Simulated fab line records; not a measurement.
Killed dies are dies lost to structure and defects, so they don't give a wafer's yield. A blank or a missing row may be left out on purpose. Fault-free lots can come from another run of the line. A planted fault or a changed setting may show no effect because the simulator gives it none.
fab line records + flow gf180mcu + part 1 of 2: steps 1 to 28 of 29
[record]
- lots = 7
- wafers = 21
- last-day = 33
route steps=602 shown SAB@277 SALICIDE@278 CONTACT@287 PASSIVATION@602
lots untouched by any fault: they come from a run of this same line in which no faults occurred
start-h: the number of hours between the record's first day and the start of the first shown wafer of the lot + wait-h: hours elapsed since this lot's preceding step + " identical to the entry in the row above + L1.1+2: a single row standing in for several wafers + - no value, or no start was given + * or withheld: withheld + < > ~ a bound
route shown NAME@n: a module of which the file shows steps, and the number in the route of the first + usual: mean/standard deviation taken from wafers without a fault + same: alike in all rows + chamber/n: place in a boat + sites: readings site by site + _std_site: standard deviation of those values + _edge_site: the outer-site mean with the inner-site mean subtracted + radius-mm: how far each site lies from the wafer's centre + mask NAME#n: copy n + behind: the last tool/chamber to shape the wafer + hold: why the lot went on hold/how many hours it stayed there/how the hold came to an end + device: transistor that didn't switch, given as n, p or np + end of line: the same wafers' tests at the end of the route + where a step has no rows: the recipe by itself + killed: dies that structure and defects cost at the first sort, which is not the same as the wafer's yield + map: the dies of a wafer, with x for killed, . for not killed, _ for no die there
set.NAME: the setting as run; set.NAME@STEP: as run at that earlier step + model.NAME: the simulator's own value behind a step, which no gauge read
lots at some steps of the route; a table a step, a row a wafer
services: from which hour (start-h, from the record's first day; less than 0 if before it) a tool's chamber was out of use, for how many hours, and why
[[steps]]
[step GF_SAB_STRIP_13]
[recipe]
- chemistry = O2/N2
- power-w = 1400
- pressure-mtorr = 1500
- platen-temp-c = 250
- o2-flow-sccm = 3000
- n2-flow-sccm = 300
- overash-fraction = 0.5
[step GF_SALICIDE_CLEAN_00]
[recipe]
- chemistry = SC1/SC2
- mix = 1:4:20
- temp-c = 70
- time-s = 150
[step GF_SALICIDE_WET_ETCH_01]
[recipe]
- chemistry = dHF
- target-depth-nm = 5
- dry = ipa-marangoni
- target = SiO2
- temp-c = 25
- dilution = 100:1
- time-s = 100
[step GF_SALICIDE_SPUTTER_02]
[recipe]
- material = Co
- target-thk-nm = 10
- power-w = 1000
- time-s = 20
- chamber-pressure-pa = 0.4
[step GF_SALICIDE_SPUTTER_03]
[recipe]
- material = TiN
- target-thk-nm = 20
- power-w = 6500
- time-s = 16.7
- chamber-pressure-pa = 0.4
[usual]
- throttle-valve-pct = 30.5/1.1
[same]
- time-s = 16.7
| lot.wafer | tool           | chamber | start-h | wait-h | throttle-valve-pct |
|-----------|----------------|---------|---------|--------|--------------------|
| L895.2    | pvd-sputter-04 | -       | 393.18  | 0.0    | 29.0               |
| L895.3    | "              | -       | "       | "      | 31.0               |
| L895.4    | "              | -       | "       | "      | 31.3               |
| L897.2    | pvd-sputter-01 | -       | 416.78  | 0.0    | 30.8               |
| L897.3    | "              | -       | "       | "      | 30.0               |
| L897.5    | "              | -       | "       | "      | 29.7               |
| L898.1    | pvd-sputter-02 | -       | 425.62  | 0.0    | 31.0               |
| L898.4    | "              | -       | "       | "      | 30.6               |
| L898.5    | "              | -       | "       | "      | 31.1               |
| L899.2    | pvd-sputter-01 | -       | 429.06  | 0.0    | 30.9               |
| L899.4    | "              | -       | "       | "      | 29.7               |
| L899.5    | "              | -       | "       | "      | 28.4               |
| L903.1    | pvd-sputter-04 | -       | 464.75  | 0.0    | 29.0               |
| L903.4    | "              | -       | "       | "      | 31.2               |
| L903.5    | "              | -       | "       | "      | 29.1               |
| L904.2    | pvd-sputter-01 | -       | 474.03  | 0.0    | 29.9               |
| L904.3    | "              | -       | "       | "      | 28.1               |
| L904.6    | "              | -       | "       | "      | 28.4               |
| L905.3    | pvd-sputter-02 | -       | 479.67  | 0.0    | 31.2               |
| L905.4    | "              | -       | "       | "      | 33.0               |
| L905.5    | "              | -       | "       | "      | 30.7               |
[step GF_SALICIDE_RS_MEAS_04]
[recipe]
- thk-meas-gauge = four-point-probe
- reads = TiN_of_SALICIDE_SPUTTER_03+Co_of_SALICIDE_SPUTTER_02
[usual]
- SALICIDE_TIN_RS = 16.3/0.32
| lot.wafer | tool          | chamber | start-h | wait-h | SALICIDE_TIN_RS[ohm/sq] |
|-----------|---------------|---------|---------|--------|-------------------------|
| L895.2    | film-metro-02 | -       | 393.23  | 0.0    | 16.3                    |
| L895.3    | "             | -       | "       | "      | 16.7                    |
| L895.4    | "             | -       | "       | "      | 16.6                    |
| L897.2    | film-metro-03 | -       | 416.83  | 0.0    | 16.4                    |
| L897.3    | "             | -       | "       | "      | 16.0                    |
| L897.5    | "             | -       | "       | "      | 16.0                    |
| L898.1    | film-metro-03 | -       | 425.64  | 0.0    | 16.0                    |
| L898.4    | "             | -       | "       | "      | 16.1                    |
| L898.5    | "             | -       | "       | "      | 16.1                    |
| L899.2    | film-metro-01 | -       | 429.11  | 0.0    | 16.5                    |
| L899.4    | "             | -       | "       | "      | 16.1                    |
| L899.5    | "             | -       | "       | "      | 16.4                    |
| L903.1    | film-metro-02 | -       | 464.78  | 0.0    | 15.8                    |
| L903.4    | "             | -       | "       | "      | 15.9                    |
| L903.5    | "             | -       | "       | "      | 15.8                    |
| L904.2    | film-metro-02 | -       | 474.08  | 0.0    | 15.8                    |
| L904.3    | "             | -       | "       | "      | 16.1                    |
| L904.6    | "             | -       | "       | "      | 16.2                    |
| L905.3    | film-metro-02 | -       | 479.74  | 0.1    | 15.8                    |
| L905.4    | "             | -       | "       | "      | 15.9                    |
| L905.5    | "             | -       | "       | "      | 16.4                    |
[step GF_SALICIDE_THK_MEAS_05]
[recipe]
- thk-meas-gauge = xrf
- reads = TiN_of_SALICIDE_SPUTTER_03
[usual]
- SALICIDE_TIN_THK = 19.95/0.25
| lot.wafer | tool          | chamber | start-h | wait-h | SALICIDE_TIN_THK[nm] |
|-----------|---------------|---------|---------|--------|----------------------|
| L895.2    | film-metro-02 | -       | 393.34  | 0.1    | 19.42                |
| L895.3    | "             | -       | "       | "      | 19.35                |
| L895.4    | "             | -       | "       | "      | 19.52                |
| L897.2    | film-metro-03 | -       | 416.94  | 0.1    | 19.97                |
| L897.3    | "             | -       | "       | "      | 20.25                |
| L897.5    | "             | -       | "       | "      | 20.15                |
| L898.1    | film-metro-03 | -       | 425.76  | 0.1    | 19.62                |
| L898.4    | "             | -       | "       | "      | 19.84                |
| L898.5    | "             | -       | "       | "      | 19.61                |
| L899.2    | film-metro-01 | -       | 429.22  | 0.1    | 20.21                |
| L899.4    | "             | -       | "       | "      | 20.41                |
| L899.5    | "             | -       | "       | "      | 20.34                |
| L903.1    | film-metro-02 | -       | 464.90  | 0.1    | 19.85                |
| L903.4    | "             | -       | "       | "      | 19.81                |
| L903.5    | "             | -       | "       | "      | 19.96                |
| L904.2    | film-metro-02 | -       | 474.19  | 0.1    | 20.09                |
| L904.3    | "             | -       | "       | "      | 20.12                |
| L904.6    | "             | -       | "       | "      | 20.28                |
| L905.3    | film-metro-02 | -       | 479.84  | 0.1    | 19.94                |
| L905.4    | "             | -       | "       | "      | 20.28                |
| L905.5    | "             | -       | "       | "      | 20.12                |
[step GF_SALICIDE_RTA_06]
[recipe]
- temp-c = 530
- time-s = 30
- ambient = N2
[usual]
- lamp-power-pct = 7.04/0.17
- wafer_temp_C_max = 532.7/0.54
[same]
- time-s = 30
| lot.wafer | tool          | chamber | start-h | wait-h | lamp-power-pct | wafer_temp_C_max |
|-----------|---------------|---------|---------|--------|----------------|------------------|
| L895.2    | rtp-anneal-02 | 0       | 393.41  | 0.1    | 6.91           | 532.9            |
| L895.3    | "             | 0       | "       | "      | 6.92           | 532.9            |
| L895.4    | "             | 0       | "       | "      | 6.91           | 532.2            |
| L897.2    | rtp-anneal-01 | 0       | 417.00  | 0.1    | 7.25           | 533.2            |
| L897.3    | "             | 0       | "       | "      | 7.26           | 532.9            |
| L897.5    | "             | 0       | "       | "      | 7.26           | 532.7            |
| L898.1    | rtp-anneal-02 | 0       | 425.82  | 0.1    | 6.91           | 532.4            |
| L898.4    | "             | 0       | "       | "      | 6.91           | 532.8            |
| L898.5    | "             | 0       | "       | "      | 6.92           | 533.4            |
| L899.2    | rtp-anneal-01 | 0       | 429.30  | 0.1    | 7.26           | 532.5            |
| L899.4    | "             | 0       | "       | "      | 7.26           | 533.0            |
| L899.5    | "             | 0       | "       | "      | 7.25           | 532.7            |
| L903.1    | rtp-anneal-02 | 0       | 464.96  | 0.1    | 6.91           | 532.1            |
| L903.4    | "             | 0       | "       | "      | 6.91           | 531.9            |
| L903.5    | "             | 0       | "       | "      | 6.91           | 532.3            |
| L904.2    | rtp-anneal-02 | 0       | 474.26  | 0.1    | 6.91           | 531.8            |
| L904.3    | "             | 0       | "       | "      | 6.92           | 532.0            |
| L904.6    | "             | 0       | "       | "      | 6.92           | 532.5            |
| L905.3    | rtp-anneal-01 | 0       | 479.91  | 0.1    | 7.26           | 533.9            |
| L905.4    | "             | 0       | "       | "      | 7.27           | 533.0            |
| L905.5    | "             | 0       | "       | "      | 7.25           | 532.4            |
[step GF_SALICIDE_WET_ETCH_07]
[recipe]
- chemistry = SPM
- target-depth-nm = 120
- dry = n2-spin
[step GF_SALICIDE_RTA_08]
[recipe]
- temp-c = 800
- time-s = 30
- ambient = N2
[step GF_CONTACT_CVD_00]
[recipe]
- material = SiO2
- target-thk-nm = 300
- sigma-open-frac = 0.3
- temp-c = 400
- time-s = 50
- sih4-flow-sccm = 60
- pressure-mtorr = 6
[step GF_CONTACT_THK_MEAS_01]
[recipe]
- reads = SiO2_of_CONTACT_CVD_00
[usual]
- CONTACT_CVD_00_THK = 299/3.7
| lot.wafer | tool          | chamber | start-h | wait-h | CONTACT_CVD_00_THK[nm] |
|-----------|---------------|---------|---------|--------|------------------------|
| L895.2    | film-metro-01 | -       | 393.74  | 0.0    | 300                    |
| L895.3    | "             | -       | "       | "      | 297                    |
| L895.4    | "             | -       | "       | "      | 296                    |
| L897.2    | film-metro-04 | -       | 417.33  | 0.0    | 299                    |
| L897.3    | "             | -       | "       | "      | 295                    |
| L897.5    | "             | -       | "       | "      | 292                    |
| L898.1    | film-metro-01 | -       | 426.26  | 0.0    | 296                    |
| L898.4    | "             | -       | "       | "      | 295                    |
| L898.5    | "             | -       | "       | "      | 297                    |
| L899.2    | film-metro-03 | -       | 429.71  | 0.0    | 302                    |
| L899.4    | "             | -       | "       | "      | 291                    |
| L899.5    | "             | -       | "       | "      | 297                    |
| L903.1    | film-metro-04 | -       | 465.31  | 0.0    | 296                    |
| L903.4    | "             | -       | "       | "      | 298                    |
| L903.5    | "             | -       | "       | "      | 293                    |
| L904.2    | film-metro-03 | -       | 474.59  | 0.0    | 300                    |
| L904.3    | "             | -       | "       | "      | 298                    |
| L904.6    | "             | -       | "       | "      | 300                    |
| L905.3    | film-metro-01 | -       | 480.24  | 0.0    | 299                    |
| L905.4    | "             | -       | "       | "      | 296                    |
| L905.5    | "             | -       | "       | "      | 298                    |
[step GF_CONTACT_CVD_02]
[recipe]
- material = SiO2
- target-thk-nm = 860
- precursor = TEOS
- temp-c = 400
- time-s = 95.992
- rf-w = 600
[usual]
- heater-power-outer-w = 383/54
- heater-power-w = 663/76
- time-s = 95.992/0
| lot.wafer | tool     | chamber | start-h | wait-h | heater-power-outer-w | heater-power-w | time-s |
|-----------|----------|---------|---------|--------|----------------------|----------------|--------|
| L895.2    | pecvd-04 | 2       | 393.79  | 0.0    | 365                  | 642            | 95.992 |
| L895.3    | "        | 0       | "       | "      | 313                  | 588            | 95.992 |
| L895.4    | "        | 2       | "       | "      | 401                  | 687            | 95.992 |
| L897.2    | pecvd-01 | 0       | 417.38  | 0.0    | 374                  | 653            | 95.992 |
| L897.3    | "        | 1       | "       | "      | 402                  | 645            | 95.992 |
| L897.5    | "        | 0       | "       | "      | 424                  | 722            | 95.992 |
| L898.1    | pecvd-01 | 0       | 426.32  | 0.1    | 462                  | 780            | 95.992 |
| L898.4    | "        | 1       | "       | "      | 397                  | 655            | 95.992 |
| L898.5    | "        | 2       | "       | "      | 373                  | 600            | 95.992 |
| L899.2    | pecvd-03 | 0       | 429.76  | 0.0    | 328                  | 668            | 95.992 |
| L899.4    | "        | 0       | "       | "      | 354                  | 690            | 95.992 |
| L899.5    | "        | 1       | "       | "      | 394                  | 652            | 95.992 |
| L903.1    | pecvd-01 | 1       | 465.37  | 0.1    | -                    | -              | -      |
| L903.4    | "        | 2       | "       | "      | -                    | -              | -      |
| L903.5    | "        | 0       | "       | "      | -                    | -              | -      |
| L904.2    | pecvd-04 | 0       | 474.64  | 0.0    | -                    | -              | -      |
| L904.3    | "        | 1       | "       | "      | -                    | -              | -      |
| L904.6    | "        | 1       | "       | "      | -                    | -              | -      |
| L905.3    | pecvd-01 | 0       | 480.28  | 0.0    | -                    | -              | -      |
| L905.4    | "        | 0       | "       | "      | -                    | -              | -      |
| L905.5    | "        | 2       | "       | "      | -                    | -              | -      |
[step GF_CONTACT_CMP_04]
[recipe]
- material = SiO2
- down-force-psi = 4
- platen-rpm = 60
- pad-velocity-m-s = 0.94248
[usual]
- motor-current-A = 11.8/0.92
- slurry-filter-dp-kPa = 13.49/0.13
- time-to-endpoint-s = 109/6.6
| lot.wafer | tool   | chamber | start-h | wait-h | motor-current-A | slurry-filter-dp-kPa | time-to-endpoint-s |
|-----------|--------|---------|---------|--------|-----------------|----------------------|--------------------|
| L895.4    | cmp-02 | 0       | 394.13  | 0.2    | 11.7            | 13.63                | 125                |
| L895.2    | "      | 1       | "       | "      | 10.8            | 13.64                | 121                |
| L895.3    | "      | 2       | "       | "      | 10.8            | 13.50                | 114                |
| L897.2    | cmp-02 | 2       | 417.56  | 0.1    | 10.8            | 13.75                | 101                |
| L897.3    | "      | 0       | "       | "      | 12.6            | 13.67                | 110                |
| L897.5    | "      | 1       | "       | "      | 10.8            | 13.50                | 119                |
| L898.4    | cmp-02 | 1       | 426.45  | 0.0    | 10.9            | 13.47                | 115                |
| L898.1    | "      | 2       | "       | "      | 11.2            | 13.34                | 101                |
| L898.5    | "      | 1       | "       | "      | 10.6            | 13.44                | 116                |
| L899.2    | cmp-01 | 0       | 429.89  | 0.0    | 11.5            | 13.60                | 109                |
| L899.4    | "      | 3       | "       | "      | 11.5            | 13.45                | 103                |
| L899.5    | "      | 1       | "       | "      | 13.1            | 13.45                | 109                |
| L903.1    | cmp-02 | 3       | 465.50  | 0.1    | 14.2            | 13.67                | -                  |
| L903.4    | "      | 1       | "       | "      | 11.1            | 13.54                | -                  |
| L903.5    | "      | 0       | "       | "      | 12.3            | 13.59                | -                  |
| L904.2    | cmp-02 | 0       | 474.77  | 0.0    | 11.9            | 13.46                | -                  |
| L904.3    | "      | 1       | "       | "      | 9.8             | 13.32                | -                  |
| L904.6    | "      | 1       | "       | "      | 10.6            | 13.58                | -                  |
| L905.4    | cmp-02 | 3       | 480.44  | 0.1    | 13.4            | 13.66                | -                  |
| L905.3    | "      | 0       | "       | "      | 11.4            | 13.68                | -                  |
| L905.5    | "      | 0       | "       | "      | 12.5            | 13.32                | -                  |
[step GF_CONTACT_BOW_MEAS_05]
[recipe]
- mode = bow
[usual]
- CONTACT_BOW = 64/6.2
| lot.wafer | tool          | chamber | start-h | wait-h | CONTACT_BOW[um] |
|-----------|---------------|---------|---------|--------|-----------------|
| L895.2    | film-metro-04 | -       | 394.45  | 0.2    | 67              |
| L895.3    | "             | -       | "       | "      | 79              |
| L895.4    | "             | -       | "       | "      | 65              |
| L897.2    | film-metro-01 | -       | 417.83  | 0.2    | 70              |
| L897.3    | "             | -       | "       | "      | 60              |
| L897.5    | "             | -       | "       | "      | 63              |
| L898.1    | film-metro-01 | -       | 426.75  | 0.2    | 59              |
| L898.4    | "             | -       | "       | "      | 52              |
| L898.5    | "             | -       | "       | "      | 62              |
| L899.2    | film-metro-03 | -       | 430.21  | 0.3    | 52              |
| L899.4    | "             | -       | "       | "      | 66              |
| L899.5    | "             | -       | "       | "      | 78              |
| L903.1    | film-metro-03 | -       | 465.80  | 0.2    | 47              |
| L903.4    | "             | -       | "       | "      | 53              |
| L903.5    | "             | -       | "       | "      | 49              |
| L904.2    | film-metro-03 | -       | 475.09  | 0.3    | 49              |
| L904.3    | "             | -       | "       | "      | 33              |
| L904.6    | "             | -       | "       | "      | 53              |
| L905.3    | film-metro-03 | -       | 480.78  | 0.2    | 49              |
| L905.4    | "             | -       | "       | "      | 53              |
| L905.5    | "             | -       | "       | "      | 45              |
[step GF_CONTACT_DEHYDRATE_06]
[recipe]
- temp-c = 200
- time-s = 60
[step GF_CONTACT_HMDS_07]
[recipe]
- prime-time-s = 60
- prime-temp-c = 120
[step GF_CONTACT_COAT_08]
[recipe]
- resist = BARC
- temp-c = withheld
- time-s = withheld
- spin-rpm = withheld
- resist-thk-nm = withheld
[step GF_CONTACT_COAT_09]
[recipe]
- resist = KrF
- spin-rpm = withheld
- resist-thk-nm = 1000
[step GF_CONTACT_SOFTBAKE_10]
[recipe]
- temp-c = 130
- time-s = 60
- resist = KrF
[step GF_CONTACT_EXPOSE_11]
[recipe]
- mask-id = Contact
- target-cd-nm = 220
- na = 0.68
- source-shape = conventional
- sigma-outer = 0.6
- dose-mj = 38
[step GF_CONTACT_PEB_12]
[recipe]
- peb-temp-c = 135
- peb-time-s = 90
- resist = KrF
[step GF_CONTACT_DEVELOP_13]
[recipe]
- develop-time-s = 60
- resist = KrF
- dev-temp-c = 21
[step GF_CONTACT_CD_MEAS_14]
[recipe]
- target-cd-nm = 220
[usual]
- cd-nm = 220.3/1.5
| lot.wafer | tool      | chamber | start-h | wait-h | cd-nm |
|-----------|-----------|---------|---------|--------|-------|
| L895.2    | cd-sem-02 | -       | 418.21  | 0.1    | 220.4 |
| L895.3    | "         | -       | "       | "      | 221.2 |
| L895.4    | "         | -       | "       | "      | 221.4 |
| L897.2    | cd-sem-01 | -       | 442.28  | 0.1    | 218.9 |
| L897.3    | "         | -       | "       | "      | 221.2 |
| L897.5    | "         | -       | "       | "      | 220.0 |
| L898.1    | cd-sem-02 | -       | 450.94  | 0.1    | 219.1 |
| L898.4    | "         | -       | "       | "      | 220.1 |
| L898.5    | "         | -       | "       | "      | 218.8 |
| L899.2    | cd-sem-01 | -       | 454.15  | 0.1    | 221.8 |
| L899.4    | "         | -       | "       | "      | 221.3 |
| L899.5    | "         | -       | "       | "      | 222.0 |
| L903.1    | cd-sem-02 | -       | 489.71  | 0.1    | 222.7 |
| L903.4    | "         | -       | "       | "      | 224.1 |
| L903.5    | "         | -       | "       | "      | 222.9 |
| L904.2    | cd-sem-02 | -       | 498.88  | 0.1    | 218.7 |
| L904.3    | "         | -       | "       | "      | 218.7 |
| L904.6    | "         | -       | "       | "      | 218.9 |
| L905.3    | cd-sem-01 | -       | 504.33  | 0.1    | 221.4 |
| L905.4    | "         | -       | "       | "      | 221.2 |
| L905.5    | "         | -       | "       | "      | 221.5 |
[step GF_CONTACT_OVL_MEAS_15]
[usual]
- CONTACT_OVL = -1/5.7
| lot.wafer | tool       | chamber | start-h | wait-h | CONTACT_OVL[nm] |
|-----------|------------|---------|---------|--------|-----------------|
| L895.2    | overlay-02 | -       | 418.31  | 0.1    | -6              |
| L895.3    | "          | -       | "       | "      | -6              |
| L895.4    | "          | -       | "       | "      | 3               |
| L897.2    | overlay-01 | -       | 442.39  | 0.1    | -4              |
| L897.3    | "          | -       | "       | "      | 0               |
| L897.5    | "          | -       | "       | "      | -1              |
| L898.1    | overlay-01 | -       | 451.06  | 0.1    | 0               |
| L898.4    | "          | -       | "       | "      | 11              |
| L898.5    | "          | -       | "       | "      | -2              |
| L899.2    | overlay-02 | -       | 454.26  | 0.1    | 9               |
| L899.4    | "          | -       | "       | "      | 4               |
| L899.5    | "          | -       | "       | "      | 12              |
| L903.1    | overlay-01 | -       | 489.83  | 0.1    | -2              |
| L903.4    | "          | -       | "       | "      | 6               |
| L903.5    | "          | -       | "       | "      | -2              |
| L904.2    | overlay-01 | -       | 498.99  | 0.1    | 9               |
| L904.3    | "          | -       | "       | "      | 4               |
| L904.6    | "          | -       | "       | "      | 17              |
| L905.3    | overlay-02 | -       | 504.42  | 0.1    | -7              |
| L905.4    | "          | -       | "       | "      | -2              |
| L905.5    | "          | -       | "       | "      | 1               |
[step GF_CONTACT_ETCH_16]
[recipe]
- chemistry = N2/H2
- target-depth-a = withheld
- overetch-a = withheld
- time-s = withheld
- target = BARC
- ion-energy-ev = 200
- source-w = 500
- bias-w = 100
- pressure-mtorr = 30
- n2-flow-sccm = 100
- h2-flow-sccm = 200
[usual]
- bias-w = 100.0/0.3
- drypump-motor-current-A = 5.7/0.35
- oes-product-au = 0.855/0.005
- throttle-valve-pct = 13.225/0.009
| lot.wafer | tool        | chamber | start-h | wait-h | bias-w | drypump-motor-current-A | oes-product-au | throttle-valve-pct |
|-----------|-------------|---------|---------|--------|--------|-------------------------|----------------|--------------------|
| L895.2    | rie-diel-01 | 1       | 418.34  | 0.0    | 99.8   | 6.4                     | 0.862          | 13.234             |
| L895.3    | "           | 0       | "       | "      | 99.9   | 5.6                     | 0.855          | 13.214             |
| L895.4    | "           | 3       | "       | "      | 99.3   | 5.4                     | 0.858          | 13.205             |
| L897.2    | rie-diel-03 | 2       | 442.42  | 0.0    | 99.9   | 5.6                     | 0.848          | 13.219             |
| L897.3    | "           | 1       | "       | "      | 99.7   | 5.6                     | 0.855          | 13.234             |
| L897.5    | "           | 3       | "       | "      | 100.3  | 5.5                     | 0.861          | 13.220             |
| L898.1    | rie-diel-01 | 0       | 451.09  | 0.0    | 100.1  | 5.6                     | 0.852          | 13.227             |
| L898.4    | "           | 1       | "       | "      | 100.2  | 6.3                     | 0.847          | 13.236             |
| L898.5    | "           | 2       | "       | "      | 100.3  | 4.9                     | 0.853          | 13.201             |
| L899.2    | rie-diel-01 | 0       | 454.29  | 0.0    | 99.7   | 5.6                     | 0.860          | 13.230             |
| L899.4    | "           | 2       | "       | "      | 99.8   | 4.9                     | 0.851          | 13.230             |
| L899.5    | "           | 3       | "       | "      | 100.4  | 5.4                     | 0.865          | 13.231             |
| L903.1    | rie-diel-03 | 1       | 489.87  | 0.0    | 99.6   | 5.6                     | 0.858          | 13.224             |
| L903.4    | "           | 2       | "       | "      | 100.0  | 5.6                     | 0.850          | 13.229             |
| L903.5    | "           | 1       | "       | "      | 100.4  | 5.6                     | 0.853          | 13.218             |
| L904.2    | rie-diel-03 | 1       | 499.02  | 0.0    | 99.7   | 5.6                     | 0.856          | 13.238             |
| L904.3    | "           | 0       | "       | "      | 99.8   | 5.6                     | 0.860          | 13.241             |
| L904.6    | "           | 1       | "       | "      | 99.6   | 5.6                     | 0.846          | 13.217             |
| L905.3    | rie-diel-03 | 2       | 504.44  | 0.0    | 100.4  | 5.6                     | 0.853          | 13.226             |
| L905.4    | "           | 0       | "       | "      | 99.8   | 5.6                     | 0.857          | 13.215             |
| L905.5    | "           | 0       | "       | "      | 100.1  | 5.6                     | 0.854          | 13.238             |
[step GF_CONTACT_ETCH_17]
[recipe]
- chemistry = C4F8/O2/Ar
- mask-material = KrF
- target = SiO2
- stop-on = CoSi2
- source-w = 1500
- bias-w = 1200
- pressure-mtorr = 40
- c4f8-flow-sccm = withheld
- O2_flow_sccm = 6
- Ar_flow_sccm = 300
- time-s = withheld
- target-depth-a = 8600
[usual]
- bias-w = 1200/3.6
- oes-product-au = 0.815/0.0052
| lot.wafer | tool        | chamber | start-h | wait-h | bias-w | oes-product-au | model.etch.depth-nm | model.CONTACT.feature-depth-nm |
|-----------|-------------|---------|---------|--------|--------|----------------|---------------------|--------------------------------|
| L895.2    | rie-diel-01 | 1       | -       | -      | 1197   | 0.814          | 860.4               | 860.4                          |
| L895.3    | "           | 0       | "       | "      | 1203   | 0.805          | 855.3               | 855.3                          |
| L895.4    | "           | 3       | "       | "      | 1199   | 0.814          | 856.3               | 856.3                          |
| L897.2    | rie-diel-03 | 2       | -       | -      | 1195   | 0.822          | 858.1               | 858.1                          |
| L897.3    | "           | 1       | "       | "      | 1205   | 0.815          | 856.1               | 856.1                          |
| L897.5    | "           | 3       | "       | "      | 1202   | 0.811          | 853.4               | 853.4                          |
| L898.1    | rie-diel-01 | 0       | -       | -      | 1202   | 0.814          | 857.2               | 857.2                          |
| L898.4    | "           | 1       | "       | "      | 1197   | 0.819          | 857.6               | 857.6                          |
| L898.5    | "           | 2       | "       | "      | 1204   | 0.814          | 860.7               | 860.7                          |
| L899.2    | rie-diel-01 | 0       | -       | -      | 1202   | 0.820          | 862.6               | 862.6                          |
| L899.4    | "           | 2       | "       | "      | 1205   | 0.819          | 850.5               | 850.5                          |
| L899.5    | "           | 3       | "       | "      | 1197   | 0.803          | 856.9               | 856.9                          |
| L903.1    | rie-diel-03 | 1       | -       | -      | 1203   | 0.528          | 296.1               | 296.1                          |
| L903.4    | "           | 2       | "       | "      | 1191   | 0.534          | 298.4               | 298.4                          |
| L903.5    | "           | 1       | "       | "      | 1199   | 0.528          | 293.4               | 293.4                          |
| L904.2    | rie-diel-03 | 1       | -       | -      | 1205   | 0.528          | 300.6               | 300.6                          |
| L904.3    | "           | 0       | "       | "      | 1198   | 0.526          | 298.4               | 298.4                          |
| L904.6    | "           | 1       | "       | "      | 1200   | 0.533          | 300.4               | 300.4                          |
| L905.3    | rie-diel-03 | 2       | -       | -      | 1199   | 0.529          | 298.5               | 298.5                          |
| L905.4    | "           | 0       | "       | "      | 1193   | 0.533          | 295.9               | 295.9                          |
| L905.5    | "           | 0       | "       | "      | 1198   | 0.528          | 297.4               | 297.4                          |
[step GF_CONTACT_STRIP_18]
[recipe]
- chemistry = O2/N2
- power-w = 1400
- pressure-mtorr = 1500
- platen-temp-c = 250
- o2-flow-sccm = 3000
- n2-flow-sccm = 300
- overash-fraction = 0.5
[usual]
- drypump-motor-current-A = 5.80/0.22
- heater-power-w = 345/17
- o2-flow-sccm = 3000/7.6
- oes-product-au = 0.580/0.0052
- platen-temp-c = 250.00/0.18
| lot.wafer | tool            | chamber | start-h | wait-h | drypump-motor-current-A | heater-power-w | o2-flow-sccm | oes-product-au | platen-temp-c | rf-hours-counter-h |
|-----------|-----------------|---------|---------|--------|-------------------------|----------------|--------------|----------------|---------------|--------------------|
| L895.2    | plasma-asher-03 | 1       | 418.51  | -      | 5.59                    | 318            | 2993         | 0.578          | 249.98        | 81                 |
| L895.3    | "               | 1       | "       | "      | 5.62                    | 328            | 2991         | 0.574          | 250.20        | -                  |
| L895.4    | "               | 0       | "       | "      | 5.85                    | 353            | 2991         | 0.578          | 249.95        | -                  |
| L897.2    | plasma-asher-04 | 0       | 442.58  | -      | 5.97                    | 345            | 3013         | 0.587          | 250.12        | 70                 |
| L897.3    | "               | 1       | "       | "      | 5.48                    | 368            | 3001         | 0.583          | 249.86        | -                  |
| L897.5    | "               | 1       | "       | "      | 5.49                    | 368            | 3003         | 0.584          | 250.14        | -                  |
| L898.1    | plasma-asher-04 | 0       | 451.26  | -      | 5.96                    | 367            | 3005         | 0.583          | 249.99        | 70                 |
| L898.4    | "               | 1       | "       | "      | 5.46                    | 355            | 3013         | 0.570          | 249.95        | -                  |
| L898.5    | "               | 1       | "       | "      | 5.44                    | 358            | 3007         | 0.569          | 250.19        | -                  |
| L899.2    | plasma-asher-04 | 0       | 454.45  | -      | 5.97                    | 362            | 3001         | 0.587          | 249.89        | 71                 |
| L899.4    | "               | 1       | "       | "      | 5.45                    | 372            | 2998         | 0.583          | 250.07        | -                  |
| L899.5    | "               | 1       | "       | "      | 5.43                    | 365            | 2996         | 0.590          | 250.25        | -                  |
| L903.1    | plasma-asher-02 | 1       | 490.03  | -      | 6.11                    | 364            | 3011         | 0.585          | 250.21        | 34                 |
| L903.4    | "               | 0       | "       | "      | 5.78                    | 330            | 2993         | 0.588          | 250.17        | -                  |
| L903.5    | "               | 0       | "       | "      | 5.79                    | 331            | 2986         | 0.580          | 249.85        | -                  |
| L904.2    | plasma-asher-03 | 1       | 499.18  | -      | 5.60                    | 322            | 3003         | 0.590          | 249.92        | 7                  |
| L904.3    | "               | 1       | "       | "      | 5.62                    | 318            | 3001         | 0.575          | 250.29        | -                  |
| L904.6    | "               | 0       | "       | "      | 5.82                    | 349            | 2992         | 0.583          | 250.12        | -                  |
| L905.3    | plasma-asher-03 | 0       | 504.64  | -      | 5.85                    | 337            | 2993         | 0.586          | 250.34        | -                  |
| L905.4    | "               | 1       | "       | "      | 5.59                    | 320            | 2996         | 0.573          | 249.72        | -                  |
| L905.5    | "               | 1       | "       | "      | 5.64                    | 329            | 3005         | 0.574          | 249.83        | -                  |
[[key]]
[first-sign]
- step = GF_CONTACT_CVD_02
- reading = tool-record
- direction = missing
[effect]
- step = GF_CONTACT_BOW_MEAS_05
- reading = CONTACT_BOW
- direction = down
- sigmas = 2.6
- usual = 64
- struck = 48
[effect]
- step = GF_CONTACT_ETCH_17
- reading = oes-product-au
- direction = down
- sigmas = 55
- usual = 0.815
- struck = 0.530
[effect]
- step = GF_PASSIVATION_PROBE_99
- reading = killed-at-contacts
- direction = up
- sigmas = 99+
- usual = 5.7
- struck = 447.8
[model-effect]
- step = GF_CONTACT_ETCH_17
- value = etch.depth-nm
- without = 859.1
- struck = 297.7
[more-kills-born-at]
- GF_CONTACT_CVD_02@pecvd-01 = 2668
- GF_CONTACT_CVD_02@pecvd-04 = 1303
met-at GF_CONTACT_CVD_02
struck-wafers L903.1,L903.4,L903.5,L904.2,L904.3,L904.6,L905.3,L905.4,L905.5
later-rows-left-out L903.1,L903.4,L903.5,L904.2,L904.3,L904.6,L905.3,L905.4,L905.5
tester-left-out L903,L904,L905
onset-between 426.32 465.37
[fault]
- kind = skipped-step-whole
- tool = pecvd-01,pecvd-04
- chamber = -
- onset-h = 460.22
- steps = GF_CONTACT_CVD_02
- scope = struck-lots-only
// tester-left-out: of these lots the tester's yield and bins aren't shown, on N5 and GAA mostly nor the transistor test; their killed dies are dies lost to structure and defects alone, not to doping, threshold or leakage, so they don't give the yield
// later-rows-left-out: the simulator's readings of these wafers behind a module that went badly wrong aren't trusted and aren't shown, but for the sort
